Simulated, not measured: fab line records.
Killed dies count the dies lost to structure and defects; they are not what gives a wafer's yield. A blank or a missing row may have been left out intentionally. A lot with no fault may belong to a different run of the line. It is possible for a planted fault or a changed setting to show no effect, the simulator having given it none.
fab line records	flow sky130
[record] lots = 14	wafers = 42	lastDay = 51
route steps=708 shown LI_CONTACT@383 PAD_OPEN@708
lots untouched by any fault: they come from a run of this same line in which no faults occurred
startH: hours from the record's first day to the start of the lot's first wafer shown	waitH: how many hours have passed since the lot's step before this one	" identical to the entry in the row above	L1.1+2: one row covering several wafers at once	- either no value or no given start	* or withheld: withheld	< > ~ a bound
route shown NAME@n: names a module that has steps shown in the file, with the first one's number in the route	usual: mean and standard deviation over wafers with no fault	same: alike in all rows	chamber/n: place in a boat	sites: per-site readings	_std_site: the standard deviation of these	_edge_site: the outer-site mean with the inner-site mean subtracted	radiusMm: how far each site lies from the wafer's centre	mask NAME#n: copy n	behind: the last tool/chamber to shape the wafer	hold: the reason the lot was held/the length of the hold in hours/how it ended	device: transistor that didn't switch, given as n, p or np	end of line: tests of these same wafers at the route's end	a step without rows: its recipe alone	killed: at the first sort, the dies lost to defects and structure; wafer yield is something else	map: shows each die of a wafer: x if killed, . if not, _ if none is there
set.NAME: the setting that was run; set.NAME@STEP: the one run at that earlier step	model.NAME: the simulator's own value behind a step, which no gauge read
one table for each step of the route and one row for each wafer, over a sample of lots
services: a tool's chamber out of use, with start hour (startH, from the record's first day; less than 0 if before it), hours out, and reason
[[steps]]
[step SKY_LI_CONTACT_CVD_21]
[recipe] material = W	targetThkNm = 400	timeS = 120.56	tempC = 400	pressureTorr = 40
[usual] chamberPressureTorr = 39.98/0.095	heaterPowerOuterW = 511/60	heaterPowerW = 836/92
lot.wafer	tool	chamber	startH	waitH	chamberPressureTorr	heaterPowerOuterW	heaterPowerW
L944.2	cvdW-01	0	692.20	0.0	40.07	470	799
L944.3	"	0	"	"	40.11	485	787
L944.6	"	1	"	"	39.96	569	902
L945.1	cvdW-02	1	699.45	0.0	40.03	433	709
L945.2	"	0	"	"	39.98	610	996
L945.6	"	1	"	"	40.06	424	728
L946.2	cvdW-02	1	710.90	0.0	40.08	416	722
L946.4	"	0	"	"	40.03	578	970
L946.5	"	0	"	"	40.19	565	945
L948.4	cvdW-01	0	723.54	0.1	40.07	476	787
L948.5	"	0	"	"	40.09	481	794
L948.6	"	1	"	"	39.88	563	884
L947.2	cvdW-01	1	726.69	0.0	39.93	562	885
L947.4	"	1	"	"	39.81	548	893
L947.6	"	0	"	"	39.97	474	758
L952.1	cvdW-01	0	754.30	0.0	40.09	474	787
L952.2	"	1	"	"	40.01	551	893
L952.6	"	1	"	"	40.11	557	890
L954.1	cvdW-02	0	774.13	0.0	40.09	592	982
L954.2	"	1	"	"	39.93	422	732
L954.4	"	1	"	"	40.06	435	717
L957.2	cvdW-01	0	793.73	0.0	40.19	470	793
L957.3	"	0	"	"	40.05	477	789
L957.4	"	1	"	"	39.84	561	898
L961.2	cvdW-02	1	816.64	0.1	-	-	-
L961.4	"	1	"	"	-	-	-
L961.5	"	1	"	"	-	-	-
L962.3	cvdW-01	1	828.89	0.1	-	-	-
L962.4	"	0	"	"	-	-	-
L962.5	"	1	"	"	-	-	-
L963.4	cvdW-02	1	839.37	0.0	39.97	427	729
L963.5	"	1	"	"	39.84	426	697
L963.6	"	0	"	"	40.14	577	992
L964.1	cvdW-02	1	859.25	0.0	39.94	431	722
L964.3	"	1	"	"	39.97	429	735
L964.4	"	0	"	"	39.94	603	979
L966.1	cvdW-01	0	861.34	0.0	40.00	474	788
L966.2	"	1	"	"	39.85	567	884
L966.6	"	0	"	"	39.87	470	780
L967.2	cvdW-01	0	870.08	0.0	39.99	492	776
L967.3	"	0	"	"	40.03	478	791
L967.5	"	0	"	"	40.05	471	790
[step SKY_LI_CONTACT_RS_MEAS_22]
[recipe] thkMeasGauge = four-point-probe	reads = W_of_LI_CONTACT_CVD_21+TiN_of_LI_CONTACT_SPUTTER_20+Ti_of_LI_CONTACT_SPUTTER_19
[usual] LI_CONTACT_W_RS = 0.2838/0.0026
lot.wafer	tool	chamber	startH	waitH	LI_CONTACT_W_RS[ohm/sq]
L944.2	filmMetro-03	-	692.34	0.1	0.2863
L944.3	"	-	"	"	0.2840
L944.6	"	-	"	"	0.2880
L945.1	filmMetro-03	-	699.58	0.1	0.2835
L945.2	"	-	"	"	0.2867
L945.6	"	-	"	"	0.2824
L946.2	filmMetro-03	-	711.05	0.1	0.2849
L946.4	"	-	"	"	0.2813
L946.5	"	-	"	"	0.2803
L948.4	filmMetro-01	-	723.68	0.1	0.2843
L948.5	"	-	"	"	0.2833
L948.6	"	-	"	"	0.2862
L947.2	filmMetro-02	-	726.83	0.1	0.2836
L947.4	"	-	"	"	0.2876
L947.6	"	-	"	"	0.2887
L952.1	filmMetro-02	-	754.42	0.1	0.2833
L952.2	"	-	"	"	0.2861
L952.6	"	-	"	"	0.2826
L954.1	filmMetro-03	-	774.26	0.1	0.2787
L954.2	"	-	"	"	0.2830
L954.4	"	-	"	"	0.2807
L957.2	filmMetro-01	-	793.88	0.1	0.2828
L957.3	"	-	"	"	0.2825
L957.4	"	-	"	"	0.2817
L961.2	filmMetro-01	-	816.87	0.2	25.045
L961.4	"	-	"	"	25.030
L961.5	"	-	"	"	25.364
L962.3	filmMetro-01	-	829.02	0.1	25.507
L962.4	"	-	"	"	25.376
L962.5	"	-	"	"	25.377
L963.4	filmMetro-02	-	839.52	0.1	0.2866
L963.5	"	-	"	"	0.2838
L963.6	"	-	"	"	0.2881
L964.1	filmMetro-01	-	859.38	0.1	0.2857
L964.3	"	-	"	"	0.2868
L964.4	"	-	"	"	0.2855
L966.1	filmMetro-02	-	861.46	0.1	0.2818
L966.2	"	-	"	"	0.2812
L966.6	"	-	"	"	0.2819
L967.2	filmMetro-02	-	870.23	0.1	0.2857
L967.3	"	-	"	"	0.2863
L967.5	"	-	"	"	0.2852
[step SKY_LI_CONTACT_THK_MEAS_23]
[recipe] thkMeasGauge = xrf	reads = W_of_LI_CONTACT_CVD_21
[usual] LI_CONTACT_W_THK = 390/6.5
lot.wafer	tool	chamber	startH	waitH	LI_CONTACT_W_THK[nm]
L944.2	filmMetro-03	-	692.45	0.1	392
L944.3	"	-	"	"	392
L944.6	"	-	"	"	390
L945.1	filmMetro-03	-	699.70	0.1	392
L945.2	"	-	"	"	386
L945.6	"	-	"	"	396
L946.2	filmMetro-03	-	711.16	0.1	392
L946.4	"	-	"	"	397
L946.5	"	-	"	"	397
L948.4	filmMetro-01	-	723.77	0.1	393
L948.5	"	-	"	"	394
L948.6	"	-	"	"	389
L947.2	filmMetro-02	-	726.94	0.1	384
L947.4	"	-	"	"	376
L947.6	"	-	"	"	380
L952.1	filmMetro-02	-	754.54	0.1	387
L952.2	"	-	"	"	381
L952.6	"	-	"	"	389
L954.1	filmMetro-03	-	774.38	0.1	401
L954.2	"	-	"	"	392
L954.4	"	-	"	"	396
L957.2	filmMetro-01	-	793.99	0.1	396
L957.3	"	-	"	"	398
L957.4	"	-	"	"	399
L961.2	filmMetro-01	-	816.98	0.1	<0
L961.4	"	-	"	"	<0
L961.5	"	-	"	"	-
L962.3	filmMetro-01	-	829.12	0.1	<0
L962.4	"	-	"	"	-
L962.5	"	-	"	"	-
L963.4	filmMetro-02	-	839.61	0.1	379
L963.5	"	-	"	"	382
L963.6	"	-	"	"	379
L964.1	filmMetro-01	-	859.50	0.1	394
L964.3	"	-	"	"	392
L964.4	"	-	"	"	395
L966.1	filmMetro-02	-	861.58	0.1	391
L966.2	"	-	"	"	394
L966.6	"	-	"	"	391
L967.2	filmMetro-02	-	870.34	0.1	385
L967.3	"	-	"	"	381
L967.5	"	-	"	"	385
[step SKY_PAD_OPEN_PROBE_99]
[usual] killed_at_M0_to_M3 = 44/6.9	killed_at_M4_up = 3.1/1.7	killedAtContacts = 25/5.6	killedAtFrontEnd = 14/4.3	killedAtOther = 0.3/0.51	killedDies = 86/9.8	killedOnRim = 17/3.8	killedOpen = 47/6.5	killedShort = 39/6.6
[same] grossDies = 492	killedAtBackSide = 0
lot.wafer	tool	chamber	startH	waitH	killed_at_M0_to_M3	killed_at_M4_up	killedAtContacts	killedAtFrontEnd	killedAtOther	killedDies	killedOnRim	killedOpen	killedShort
L961.2	prober-01	-	1183.48	0.1	41	3	431	17	0	492	96	39	41
L961.4	prober-01	-	1183.58	0.2	44	0	428	20	0	492	96	47	39
L961.5	prober-01	-	1183.63	0.2	42	1	436	13	0	492	96	37	36
L962.3	prober-02	-	1211.60	0.2	40	2	443	7	0	492	96	39	31
L962.4	prober-02	-	1211.65	0.2	55	2	428	7	0	492	96	41	38
L962.5	prober-02	-	1211.70	0.2	33	5	441	13	0	492	96	49	26
// killed by level:class
L961.2 LI_CONTACT:areaCvd=412 VIA2:geometricParticle:open=9 CONTACT:geometricParticle:open=7 VIA1:geometricParticle:open=6 CONTACT:geometricParticle:short=6 METAL2:geometricParticle:short=6 METAL3:geometricParticle:short=6 METAL1:geometricParticle:short=5
L961.4 LI_CONTACT:areaCvd=406 VIA1:geometricParticle:open=9 CONTACT:geometricParticle:open=8 METAL1:geometricParticle:short=7 LI_CONTACT:geometricParticle:open=6 VIA2:geometricParticle:open=6 VIA3:geometricParticle:open=6 FIELD_ISO:geometricParticle:open=5
L961.5 LI_CONTACT:areaCvd=419 VIA3:geometricParticle:open=8 VIA1:geometricParticle:open=7 FIELD_ISO:geometricParticle:open=5 CONTACT:geometricParticle:open=5 METAL1:geometricParticle:short=5 METAL3:geometricParticle:short=5 LI_CONTACT:geometricParticle:open=4
L962.3 LI_CONTACT:areaCvd=422 CONTACT:geometricParticle:short=7 VIA3:geometricParticle:open=7 VIA1:geometricParticle:open=7 LI_CONTACT:geometricParticle:open=6 VIA2:geometricParticle:open=6 CONTACT:geometricParticle:open=5 FIELD_ISO:geometricParticle:open=4
L962.4 LI_CONTACT:areaCvd=413 METAL2:geometricParticle:short=11 VIA1:geometricParticle:open=10 VIA2:geometricParticle:open=10 METAL1:geometricParticle:short=9 LI_CONTACT:geometricParticle:open=5 FIELD_ISO:geometricParticle:open=4 LI_CONTACT:geometricParticle:short=4
L962.5 LI_CONTACT:areaCvd=417 CONTACT:geometricParticle:open=12 LI_CONTACT:geometricParticle:open=7 VIA2:geometricParticle:open=7 VIA1:geometricParticle:open=6 FIELD_ISO:geometricParticle:short=4 FIELD_ISO:geometricParticle:open=4 VIA3:geometricParticle:open=4
[[services]]
tool	chamber	startH	hours	kind
cvdW-02	0	744.68	6.0	repair
cvdW-02	0	815.95	1.4	repair
cvdW-02	-	847.14	2.8	pm
[[key]]
[firstSign] step = SKY_LI_CONTACT_CVD_21	reading = toolRecord	direction = missing
[effect] step = SKY_LI_CONTACT_RS_MEAS_22	reading = LI_CONTACT_W_RS	direction = up	sigmas = 99+	usual = 0.2838	struck = 25.283
[effect] step = SKY_LI_CONTACT_THK_MEAS_23	reading = LI_CONTACT_W_THK	direction = missing
[effect] step = SKY_PAD_OPEN_PROBE_99	reading = killedAtContacts	direction = up	sigmas = 73	usual = 25	struck = 434
[moreKillsBornAt] SKY_LI_CONTACT_CVD_21@cvdW-01 = 1249	SKY_LI_CONTACT_CVD_21@cvdW-02 = 1236
metAt SKY_LI_CONTACT_CVD_21
struckLots L961,L962
laterRowsLeftOut L961.2,L961.4,L961.5,L962.3,L962.4,L962.5
testerLeftOut L961,L962
onsetBetween 793.73 816.64
[fault] kind = skippedStepWhole	tool = cvdW-01,cvdW-02	chamber = -	onsetH = 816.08	steps = SKY_LI_CONTACT_CVD_21	scope = struckLotsOnly
// testerLeftOut: of these lots the tester's yield and bins aren't shown, on N5 and GAA mostly nor the transistor test; their killed dies are dies lost to structure and defects alone, not to doping, threshold or leakage, so they don't give the yield
// laterRowsLeftOut: the simulator's readings of these wafers behind a module that went badly wrong aren't trusted and aren't shown, but for the sort
